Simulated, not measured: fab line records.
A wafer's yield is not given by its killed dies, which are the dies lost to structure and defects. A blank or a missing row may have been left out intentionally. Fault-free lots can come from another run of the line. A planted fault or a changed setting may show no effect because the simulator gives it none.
What tool caused it? :: flow sky130 :: 39 wafers from 13 lots sampled at 5 of the route's 708 steps

WHAT THE GAUGES SHOWED, per wafer
SKY_VT_ADJUST_LVTN_OVL_MEAS_18. Usual: VT_ADJUST_LVTN_01_OVL gives -0.7 nm (standard deviation 1.4).
lot: L944
measured: day 7 16:32
on: overlay-01
VT_ADJUST_LVTN_01_OVL (nm): 2.0 2.0 2.5
flag: 

lot: L945
measured: day 7 21:45
on: overlay-01
VT_ADJUST_LVTN_01_OVL (nm): -2.2 -0.5 -3.1
flag: 

lot: L946
measured: day 8 03:05
on: overlay-01
VT_ADJUST_LVTN_01_OVL (nm): 0.8 0.9 -1.5
flag: 

lot: L947
measured: day 8 13:38
on: overlay-01
VT_ADJUST_LVTN_01_OVL (nm): -0.2 -1.8 -1.3
flag: 

lot: L948
measured: day 8 17:49
on: overlay-01
VT_ADJUST_LVTN_01_OVL (nm): -0.3 0.6 0.3
flag: 

lot: L949
measured: day 8 22:19
on: overlay-02
VT_ADJUST_LVTN_01_OVL (nm): 0.4 -1.5 0.5
flag: 

lot: L950
measured: day 9 07:59
on: overlay-02
VT_ADJUST_LVTN_01_OVL (nm): -2.0 0.4 -0.5
flag: 

lot: L951
measured: day 9 15:26
on: overlay-01
VT_ADJUST_LVTN_01_OVL (nm): 0.8 -1.0 -0.3
flag: 

lot: L954
measured: day 10 12:23
on: overlay-01
VT_ADJUST_LVTN_01_OVL (nm): 0.0 0.5 -0.2
flag: 

lot: L955
measured: day 10 21:59
on: overlay-02
VT_ADJUST_LVTN_01_OVL (nm): 3.5 1.2 2.6
flag: 

lot: L962
measured: day 13 02:24
on: overlay-02
VT_ADJUST_LVTN_01_OVL (nm): 0.5 -0.4 -0.1
flag: 

lot: L964
measured: day 13 11:16
on: overlay-01
VT_ADJUST_LVTN_01_OVL (nm): -1.6 0.0 0.0
flag: 

lot: L965
measured: day 13 16:53
on: overlay-02
VT_ADJUST_LVTN_01_OVL (nm): -0.6 0.4 0.1
flag: 

SKY_SONOS_TUNNEL_CD_MEAS_07: target cd 410 nm. Usual: cd nm 410.5 nm, standard deviation 2.2.
lot: L944
measured: day 11 08:56
on: cd sem-02
cd nm (nm): 406.0 409.5 406.5
flag: 

lot: L945
measured: day 11 12:26
on: cd sem-02
cd nm (nm): 406.9 407.2 408.3
flag: 

lot: L946
measured: day 11 21:22
on: cd sem-01
cd nm (nm): 409.1 408.5 409.0
flag: 

lot: L947
measured: day 12 09:10
on: cd sem-02
cd nm (nm): 407.9 406.8 410.2
flag: 

lot: L948
measured: day 12 12:48
on: cd sem-02
cd nm (nm): 408.3 409.3 407.2
flag: 

lot: L949
measured: day 12 18:37
on: cd sem-01
cd nm (nm): 410.0 408.5 412.2
flag: 

lot: L950
measured: day 13 04:30
on: cd sem-02
cd nm (nm): 414.8 414.8 413.5
flag: 

lot: L951
measured: day 13 11:15
on: cd sem-02
cd nm (nm): 410.2 412.7 411.6
flag: 

lot: L954
measured: day 14 09:25
on: cd sem-01
cd nm (nm): 410.7 408.7 409.7
flag: 

lot: L955
measured: day 14 21:48
on: cd sem-02
cd nm (nm): 408.6 411.6 408.7
flag: 

lot: L962
measured: day 17 10:28
on: cd sem-02
cd nm (nm): 412.9 411.8 413.5
flag: 

lot: L964
measured: day 18 00:17
on: cd sem-01
cd nm (nm): 426.4 409.3 420.2
flag: OFF

lot: L965
measured: day 18 06:20
on: cd sem-02
cd nm (nm): 416.2 418.4 421.0
flag: OFF

SKY_SONOS_ONO_CD_MEAS_13: target cd 410 nm. Usual: cd nm 410.7 nm, standard deviation 2.5.
lot: L944
measured: day 12 13:57
on: cd sem-01
cd nm (nm): 407.1 406.3 409.0
flag: 

lot: L945
measured: day 12 19:29
on: cd sem-01
cd nm (nm): 412.6 409.6 411.9
flag: 

lot: L946
measured: day 14 19:02
on: cd sem-01
cd nm (nm): 412.2 408.8 413.3
flag: 

lot: L947
measured: day 14 18:43
on: cd sem-02
cd nm (nm): 412.4 411.8 409.6
flag: 

lot: L948
measured: day 14 20:28
on: cd sem-02
cd nm (nm): 409.0 408.2 409.0
flag: 

lot: L949
measured: day 14 21:35
on: cd sem-01
cd nm (nm): 407.0 407.8 406.6
flag: 

lot: L950
measured: day 14 21:32
on: cd sem-02
cd nm (nm): 410.2 409.0 410.4
flag: 

lot: L951
measured: day 14 21:50
on: cd sem-01
cd nm (nm): 412.9 409.5 411.8
flag: 

lot: L954
measured: day 15 15:54
on: cd sem-02
cd nm (nm): 408.2 407.6 409.5
flag: 

lot: L955
measured: day 16 06:35
on: cd sem-02
cd nm (nm): 409.7 409.8 407.6
flag: 

lot: L962
measured: day 19 01:26
on: cd sem-01
cd nm (nm): 408.0 409.1 408.7
flag: 

lot: L964
measured: day 19 14:36
on: cd sem-02
cd nm (nm): 411.6 411.5 411.4
flag: 

lot: L965
measured: day 19 17:37
on: cd sem-02
cd nm (nm): 409.0 411.6 410.1
flag: 

TOOL THAT RAN EACH LOT (tool first, then ch and the chambers of the sampled wafers, then the start)
lot: L944
SKY_VT_ADJUST_LVTN_STRIP_09: plasma asher-04 ch 0,1, day 6 21:04
SKY_SONOS_TUNNEL_EXPOSE_04: iline stepper-02 ch 0, day 10 21:14

lot: L945
SKY_VT_ADJUST_LVTN_STRIP_09: plasma asher-04 ch 0,1, day 7 02:16
SKY_SONOS_TUNNEL_EXPOSE_04: iline stepper-01 ch 0, day 11 01:09

lot: L946
SKY_VT_ADJUST_LVTN_STRIP_09: plasma asher-04 ch 0,1, day 7 07:24
SKY_SONOS_TUNNEL_EXPOSE_04: iline stepper-02 ch 0, day 11 09:30

lot: L947
SKY_VT_ADJUST_LVTN_STRIP_09: plasma asher-03 ch 0,1, day 7 17:40
SKY_SONOS_TUNNEL_EXPOSE_04: iline stepper-02 ch 0, day 11 21:37

lot: L948
SKY_VT_ADJUST_LVTN_STRIP_09: plasma asher-03 ch 0,1, day 7 22:01
SKY_SONOS_TUNNEL_EXPOSE_04: iline stepper-02 ch 0, day 12 00:55

lot: L949
SKY_VT_ADJUST_LVTN_STRIP_09: plasma asher-03 ch 0,1, day 8 01:25
SKY_SONOS_TUNNEL_EXPOSE_04: iline stepper-01 ch 0, day 12 07:02

lot: L950
SKY_VT_ADJUST_LVTN_STRIP_09: plasma asher-04 ch 0, day 8 10:44
SKY_SONOS_TUNNEL_EXPOSE_04: iline stepper-01 ch 0, day 12 18:09

lot: L951
SKY_VT_ADJUST_LVTN_STRIP_09: plasma asher-03 ch 0,1, day 8 18:16
SKY_SONOS_TUNNEL_EXPOSE_04: iline stepper-02 ch 0, day 13 01:01

lot: L954
SKY_VT_ADJUST_LVTN_STRIP_09: plasma asher-01 ch 0,1, day 9 14:44
SKY_SONOS_TUNNEL_EXPOSE_04: iline stepper-01 ch 0, day 13 20:58

lot: L955
SKY_VT_ADJUST_LVTN_STRIP_09: plasma asher-01 ch 0,1, day 9 22:55
SKY_SONOS_TUNNEL_EXPOSE_04: iline stepper-01 ch 0, day 14 07:04

lot: L962
SKY_VT_ADJUST_LVTN_STRIP_09: plasma asher-01 ch 0, day 12 03:58
SKY_SONOS_TUNNEL_EXPOSE_04: iline stepper-02 ch 0, day 16 20:08

lot: L964
SKY_VT_ADJUST_LVTN_STRIP_09: plasma asher-01 ch 0,1, day 12 13:25
SKY_SONOS_TUNNEL_EXPOSE_04: iline stepper-02 ch 0, day 17 09:53

lot: L965
SKY_VT_ADJUST_LVTN_STRIP_09: plasma asher-04 ch 0,1, day 12 20:04
SKY_SONOS_TUNNEL_EXPOSE_04: iline stepper-02 ch 0, day 17 15:31
- SKY_VT_ADJUST_LVTN_STRIP_09: strips in O2/N2.
- SKY_SONOS_TUNNEL_EXPOSE_04: exposes mask TUNM, target cd 410 nm.

WHAT THE TOOLS THEMSELVES READ (means of the sampled wafers that have a number; where no wafer has one, the mark that the record gives instead)
SKY_VT_ADJUST_LVTN_STRIP_09. Usual: drypump motor current A 5.8 A, standard deviation 0.52; n2 flow sccm 300.2 sccm, standard deviation 1; oes product au 0.722 a.u., standard deviation 0.0048; strip time to endpoint s 36.96 s, standard deviation 0.099.
lot: L944
tool: plasma asher-04
drypump motor current A (A): 5.8
n2 flow sccm (sccm): 300.3
oes product au (a.u.): 0.714
strip time to endpoint s (s): 36.84
flag: 

lot: L945
tool: plasma asher-04
drypump motor current A (A): 6.1
n2 flow sccm (sccm): 300.4
oes product au (a.u.): 0.719
strip time to endpoint s (s): 36.96
flag: 

lot: L946
tool: plasma asher-04
drypump motor current A (A): 6.1
n2 flow sccm (sccm): 299.7
oes product au (a.u.): 0.725
strip time to endpoint s (s): 36.92
flag: 

lot: L947
tool: plasma asher-03
drypump motor current A (A): 5.8
n2 flow sccm (sccm): 301.0
oes product au (a.u.): 0.722
strip time to endpoint s (s): 36.84
flag: 

lot: L948
tool: plasma asher-03
drypump motor current A (A): 5.7
n2 flow sccm (sccm): 299.7
oes product au (a.u.): 0.723
strip time to endpoint s (s): 36.95
flag: 

lot: L949
tool: plasma asher-03
drypump motor current A (A): 5.7
n2 flow sccm (sccm): 300.0
oes product au (a.u.): 0.720
strip time to endpoint s (s): 37.01
flag: 

lot: L950
tool: plasma asher-04
drypump motor current A (A): 6.4
n2 flow sccm (sccm): 299.2
oes product au (a.u.): 0.724
strip time to endpoint s (s): 36.95
flag: 

lot: L951
tool: plasma asher-03
drypump motor current A (A): 5.7
n2 flow sccm (sccm): 299.6
oes product au (a.u.): 0.724
strip time to endpoint s (s): 36.82
flag: 

lot: L954
tool: plasma asher-01
drypump motor current A (A): 5.9
n2 flow sccm (sccm): 300.6
oes product au (a.u.): 0.723
strip time to endpoint s (s): 36.94
flag: 

lot: L955
tool: plasma asher-01
drypump motor current A (A): 5.9
n2 flow sccm (sccm): 300.7
oes product au (a.u.): 0.725
strip time to endpoint s (s): 36.99
flag: 

lot: L962
tool: plasma asher-01
drypump motor current A (A): 4.9
n2 flow sccm (sccm): 298.6
oes product au (a.u.): 0.721
strip time to endpoint s (s): 36.95
flag: 

lot: L964
tool: plasma asher-01
drypump motor current A (A): 5.8
n2 flow sccm (sccm): 299.9
oes product au (a.u.): 0.723
strip time to endpoint s (s): 37.08
flag: 

lot: L965
tool: plasma asher-04
drypump motor current A (A): 6.1
n2 flow sccm (sccm): 301.0
oes product au (a.u.): 0.720
strip time to endpoint s (s): 37.11
flag: 

THE ANSWER, worked out from the rows above alone
Rule: take the mean of a lot's wafers that have a number; if it is more than 3 standard deviations from the usual mean, the lot is off. Also off: a lot with no number at a reading for which 4 or more lots have one. Where the step has rows for the other lots, those lots are counted as sound. The gauges are gone through in route order, then the tools' own readings, and for those a lot's mean is taken as printed above. At the first step where some lot is off, the reading lying furthest off is the one used; lots without a number count as furthest.
Off, at SKY_SONOS_TUNNEL_CD_MEAS_07 on cd nm: L964, L965.
A tool fits if, at a process step before that reading, it ran every lot that is off, and no sound lot after the first of them. Those tools and the gauges at SKY_SONOS_TUNNEL_CD_MEAS_07 are tried in the same way. One fits: SKY_SONOS_TUNNEL_EXPOSE_04 on iline stepper-02. A fault onset in the window from L962 (day 16 20:08, its last sound lot) to L964 (day 17 09:53, its first lot off) fits.

WHAT THE SIMULATOR HAD INSERTED
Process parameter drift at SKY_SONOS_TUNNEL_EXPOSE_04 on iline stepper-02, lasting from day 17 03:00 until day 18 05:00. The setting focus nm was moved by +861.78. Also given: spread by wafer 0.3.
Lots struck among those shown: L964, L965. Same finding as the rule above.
